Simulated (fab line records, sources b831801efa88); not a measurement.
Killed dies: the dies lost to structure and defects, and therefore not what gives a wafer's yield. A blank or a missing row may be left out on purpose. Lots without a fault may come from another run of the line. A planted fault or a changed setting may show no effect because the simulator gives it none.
Which tool did it? / flow sfq-line / 15 lots, 45 wafers sampled, at 4 steps of a route of 325

== WHAT THE GAUGES SHOWED, per wafer ==
SFQ_C5_OVL_MEAS_937.
lot=L655; measured=day 69 20:28; on=overlay-02; C5_OVL (nm)=-1 -2 -4
lot=L656; measured=day 70 08:36; on=overlay-01; C5_OVL (nm)=5 -11 -5
lot=L657; measured=day 72 19:11; on=overlay-01; C5_OVL (nm)=-3 -7 -2
lot=L658; measured=day 73 23:41; on=overlay-02; C5_OVL (nm)=5 -3 -4
lot=L659; measured=day 74 04:35; on=overlay-01; C5_OVL (nm)=-7 -11 -10
lot=L660; measured=day 74 20:11; on=overlay-02; C5_OVL (nm)=-9 -13 -20
lot=L665; measured=day 76 07:19; on=overlay-02; C5_OVL (nm)=1 10 -4
lot=L667; measured=day 76 09:49; on=overlay-02; C5_OVL (nm)=-6 -15 -1
lot=L666; measured=day 76 13:25; on=overlay-01; C5_OVL (nm)=-4 -5 -16
lot=L668; measured=day 77 01:26; on=overlay-01; C5_OVL (nm)=-1 -1 -2
lot=L669; measured=day 77 03:49; on=overlay-01; C5_OVL (nm)=-6 -5 5
lot=L671; measured=day 77 14:44; on=overlay-01; C5_OVL (nm)=-4 0 -4
lot=L675; measured=day 78 17:19; on=overlay-01; C5_OVL (nm)=-8 3 4
lot=L676; measured=day 79 01:43; on=overlay-01; C5_OVL (nm)=2 -2 -2
lot=L678; measured=day 79 10:06; on=overlay-02; C5_OVL (nm)=-3 -6 -6

SFQ_I7_BOW_MEAS_946.
lot=L655; measured=day 78 21:42; on=film-metro-03; I7_BOW (um)=7 10 5
lot=L656; measured=day 79 06:44; on=film-metro-03; I7_BOW (um)=4 0 7
lot=L657; measured=day 79 09:47; on=film-metro-01; I7_BOW (um)=17 3 5
lot=L658; measured=day 79 12:46; on=film-metro-04; I7_BOW (um)=6 -6 -2
lot=L659; measured=day 80 12:07; on=film-metro-01; I7_BOW (um)=7 8 15
lot=L660; measured=day 80 13:06; on=film-metro-03; I7_BOW (um)=-4 -1 -4
lot=L665; measured=day 85 21:16; on=film-metro-01; I7_BOW (um)=17 3 9
lot=L667; measured=day 85 23:05; on=film-metro-03; I7_BOW (um)=-6 12 7
lot=L666; measured=day 86 00:48; on=film-metro-04; I7_BOW (um)=-3 -13 -2
lot=L668; measured=day 86 05:38; on=film-metro-04; I7_BOW (um)=12 12 1
lot=L669; measured=day 86 13:30; on=film-metro-03; I7_BOW (um)=11 14 11
lot=L671; measured=day 86 22:30; on=film-metro-01; I7_BOW (um)=11 14 13
lot=L675; measured=day 87 17:40; on=film-metro-04; I7_BOW (um)=-7 -9 -3
lot=L676; measured=day 88 05:34; on=film-metro-03; I7_BOW (um)=-4 2 8
lot=L678; measured=day 88 09:40; on=film-metro-01; I7_BOW (um)=6 13 3

== EACH LOT AND THE TOOL THAT RAN IT (in order: tool; ch and the chambers of the sampled wafers; start) ==
lot=L655; SFQ_TRILAYER_I2_VIA_BARC_OPEN_VIA_ETCH_096=rie-diel-03 ch 0,1, day 30 10:50; SFQ_TRILAYER_JJ_CE_STRIP_STRIP_120=rie-metal-01 ch 0,1, day 50 04:23
lot=L656; SFQ_TRILAYER_I2_VIA_BARC_OPEN_VIA_ETCH_096=rie-diel-02 ch 0,1,3, day 31 02:26; SFQ_TRILAYER_JJ_CE_STRIP_STRIP_120=rie-metal-01 ch 0,1, day 50 07:59
lot=L657; SFQ_TRILAYER_I2_VIA_BARC_OPEN_VIA_ETCH_096=rie-diel-03 ch 0,1, day 31 10:50; SFQ_TRILAYER_JJ_CE_STRIP_STRIP_120=rie-metal-01 ch 0,1, day 50 14:04
lot=L658; SFQ_TRILAYER_I2_VIA_BARC_OPEN_VIA_ETCH_096=rie-diel-03 ch 2,3, day 32 06:17; SFQ_TRILAYER_JJ_CE_STRIP_STRIP_120=rie-metal-01 ch 0,1, day 51 11:35
lot=L659; SFQ_TRILAYER_I2_VIA_BARC_OPEN_VIA_ETCH_096=rie-diel-04 ch 0,1,2, day 32 08:41; SFQ_TRILAYER_JJ_CE_STRIP_STRIP_120=rie-metal-04 ch 0,1, day 51 16:23
lot=L660; SFQ_TRILAYER_I2_VIA_BARC_OPEN_VIA_ETCH_096=rie-diel-03 ch 0,1, day 32 12:17; SFQ_TRILAYER_JJ_CE_STRIP_STRIP_120=rie-metal-02 ch 0,1, day 51 19:59
lot=L665; SFQ_TRILAYER_I2_VIA_BARC_OPEN_VIA_ETCH_096=rie-diel-04 ch 0,1, day 34 07:37; SFQ_TRILAYER_JJ_CE_STRIP_STRIP_120=rie-metal-04 ch 0,1, day 60 03:46
lot=L667; SFQ_TRILAYER_I2_VIA_BARC_OPEN_VIA_ETCH_096=rie-diel-02 ch 0,2,3, day 34 17:20; SFQ_TRILAYER_JJ_CE_STRIP_STRIP_120=rie-metal-01 ch 0,1, day 60 08:19
lot=L666; SFQ_TRILAYER_I2_VIA_BARC_OPEN_VIA_ETCH_096=rie-diel-03 ch 0,2,3, day 34 18:32; SFQ_TRILAYER_JJ_CE_STRIP_STRIP_120=rie-metal-04 ch 0,1, day 60 10:43
lot=L668; SFQ_TRILAYER_I2_VIA_BARC_OPEN_VIA_ETCH_096=rie-diel-03 ch 0,1, day 34 22:08; SFQ_TRILAYER_JJ_CE_STRIP_STRIP_120=rie-metal-02 ch 0,1, day 60 14:31
lot=L669; SFQ_TRILAYER_I2_VIA_BARC_OPEN_VIA_ETCH_096=rie-diel-02 ch 0,1,2, day 35 05:20; SFQ_TRILAYER_JJ_CE_STRIP_STRIP_120=rie-metal-04 ch 0,1, day 60 17:55
lot=L671; SFQ_TRILAYER_I2_VIA_BARC_OPEN_VIA_ETCH_096=rie-diel-02 ch 2,3, day 35 22:07; SFQ_TRILAYER_JJ_CE_STRIP_STRIP_120=rie-metal-01 ch 0,1, day 61 12:09
lot=L675; SFQ_TRILAYER_I2_VIA_BARC_OPEN_VIA_ETCH_096=rie-diel-03 ch 1,2, day 37 02:43; SFQ_TRILAYER_JJ_CE_STRIP_STRIP_120=rie-metal-02 ch 0, day 63 07:29
lot=L676; SFQ_TRILAYER_I2_VIA_BARC_OPEN_VIA_ETCH_096=rie-diel-04 ch 0,2,3, day 37 14:43; SFQ_TRILAYER_JJ_CE_STRIP_STRIP_120=rie-metal-01 ch 0,1, day 63 18:13
lot=L678; SFQ_TRILAYER_I2_VIA_BARC_OPEN_VIA_ETCH_096=rie-diel-02 ch 0,1,3, day 38 09:53; SFQ_TRILAYER_JJ_CE_STRIP_STRIP_120=rie-metal-02 ch 0,1, day 64 14:37
- SFQ_TRILAYER_I2_VIA_BARC_OPEN_VIA_ETCH_096: etches BARC in O2, target depth 125 nm, time 41.7 s.
- SFQ_TRILAYER_JJ_CE_STRIP_STRIP_120: strips in O2.

== WHAT THE TOOLS THEMSELVES READ (means of the sampled wafers that have a number; where no wafer has one, the mark that the record gives instead) ==
SFQ_TRILAYER_I2_VIA_BARC_OPEN_VIA_ETCH_096.
lot=L655; tool=rie-diel-03; drypump-motor-current-A (A)=5.3; oes-product-au (a.u.)=0.684; run-length-s (s)=69.8
lot=L656; tool=rie-diel-02; drypump-motor-current-A (A)=5.9; oes-product-au (a.u.)=0.685; run-length-s (s)=70.5
lot=L657; tool=rie-diel-03; drypump-motor-current-A (A)=5.3; oes-product-au (a.u.)=0.684; run-length-s (s)=69.9
lot=L658; tool=rie-diel-03; drypump-motor-current-A (A)=5.4; oes-product-au (a.u.)=0.681; run-length-s (s)=70.1
lot=L659; tool=rie-diel-04; drypump-motor-current-A (A)=5.6; oes-product-au (a.u.)=0.692; run-length-s (s)=69.7
lot=L660; tool=rie-diel-03; drypump-motor-current-A (A)=5.3; oes-product-au (a.u.)=0.682; run-length-s (s)=70.0
lot=L665; tool=rie-diel-04; drypump-motor-current-A (A)=5.8; oes-product-au (a.u.)=0.688; run-length-s (s)=69.5
lot=L667; tool=rie-diel-02; drypump-motor-current-A (A)=6.0; oes-product-au (a.u.)=0.642; run-length-s (s)=78.2
lot=L666; tool=rie-diel-03; drypump-motor-current-A (A)=5.1; oes-product-au (a.u.)=0.687; run-length-s (s)=69.7
lot=L668; tool=rie-diel-03; drypump-motor-current-A (A)=5.3; oes-product-au (a.u.)=0.688; run-length-s (s)=69.8
lot=L669; tool=rie-diel-02; drypump-motor-current-A (A)=5.7; oes-product-au (a.u.)=0.636; run-length-s (s)=78.6
lot=L671; tool=rie-diel-02; drypump-motor-current-A (A)=6.2; oes-product-au (a.u.)=0.667; run-length-s (s)=73.9
lot=L675; tool=rie-diel-03; drypump-motor-current-A (A)=5.6; oes-product-au (a.u.)=0.684; run-length-s (s)=69.9
lot=L676; tool=rie-diel-04; drypump-motor-current-A (A)=5.6; oes-product-au (a.u.)=0.687; run-length-s (s)=69.7
lot=L678; tool=rie-diel-02; drypump-motor-current-A (A)=5.9; oes-product-au (a.u.)=0.681; run-length-s (s)=70.2

SFQ_TRILAYER_JJ_CE_STRIP_STRIP_120.
lot=L655; tool=rie-metal-01; drypump-motor-current-A (A)=5.3; oes-product-au (a.u.)=1.000
lot=L656; tool=rie-metal-01; drypump-motor-current-A (A)=5.6; oes-product-au (a.u.)=1.005
lot=L657; tool=rie-metal-01; drypump-motor-current-A (A)=5.5; oes-product-au (a.u.)=1.009
lot=L658; tool=rie-metal-01; drypump-motor-current-A (A)=5.3; oes-product-au (a.u.)=0.996
lot=L659; tool=rie-metal-04; drypump-motor-current-A (A)=5.4; oes-product-au (a.u.)=1.001
lot=L660; tool=rie-metal-02; drypump-motor-current-A (A)=5.1; oes-product-au (a.u.)=0.991
lot=L665; tool=rie-metal-04; drypump-motor-current-A (A)=5.4; oes-product-au (a.u.)=1.004
lot=L667; tool=rie-metal-01; drypump-motor-current-A (A)=5.3; oes-product-au (a.u.)=0.994
lot=L666; tool=rie-metal-04; drypump-motor-current-A (A)=5.7; oes-product-au (a.u.)=0.999
lot=L668; tool=rie-metal-02; drypump-motor-current-A (A)=5.1; oes-product-au (a.u.)=0.999
lot=L669; tool=rie-metal-04; drypump-motor-current-A (A)=5.8; oes-product-au (a.u.)=1.007
lot=L671; tool=rie-metal-01; drypump-motor-current-A (A)=5.6; oes-product-au (a.u.)=0.990
lot=L675; tool=rie-metal-02; drypump-motor-current-A (A)=5.8; oes-product-au (a.u.)=1.012
lot=L676; tool=rie-metal-01; drypump-motor-current-A (A)=5.3; oes-product-au (a.u.)=1.004
lot=L678; tool=rie-metal-02; drypump-motor-current-A (A)=5.1; oes-product-au (a.u.)=0.994

== THE ANSWER, worked out from the rows above alone ==
Rule: the lots themselves supply what counts as usual. Put in order of their means at a reading, lots are off if they are a third of the lots or fewer, leave a main group of 4 or more, and stand apart from it by a gap of 3 or more times the standard deviation of the main group's means; of several such gaps the widest counts. The tables above print the reading to a certain number of digits; a main group whose means all agree to those digits is not used. A lot without any number at a reading at which 4 lots or more have one is off too. The other lots that the step has rows for count as sound. After the gauges, taken in route order, come the tools' own readings; for these a lot's mean is taken, as printed above. At the first step where some lot is off, the reading lying furthest off is the one used; lots without a number count as furthest.
Off: L667, L669, L671 (SFQ_TRILAYER_I2_VIA_BARC_OPEN_VIA_ETCH_096, run-length-s). For the main group the mean is 69.9 s and the standard deviation 0.26.
If a tool, at that step or one of the process steps before it, ran each lot that is off and ran no sound lot following the first of them, it fits. Not one of the candidates tried fits.

== WHAT THE SIMULATOR PUT IN ==
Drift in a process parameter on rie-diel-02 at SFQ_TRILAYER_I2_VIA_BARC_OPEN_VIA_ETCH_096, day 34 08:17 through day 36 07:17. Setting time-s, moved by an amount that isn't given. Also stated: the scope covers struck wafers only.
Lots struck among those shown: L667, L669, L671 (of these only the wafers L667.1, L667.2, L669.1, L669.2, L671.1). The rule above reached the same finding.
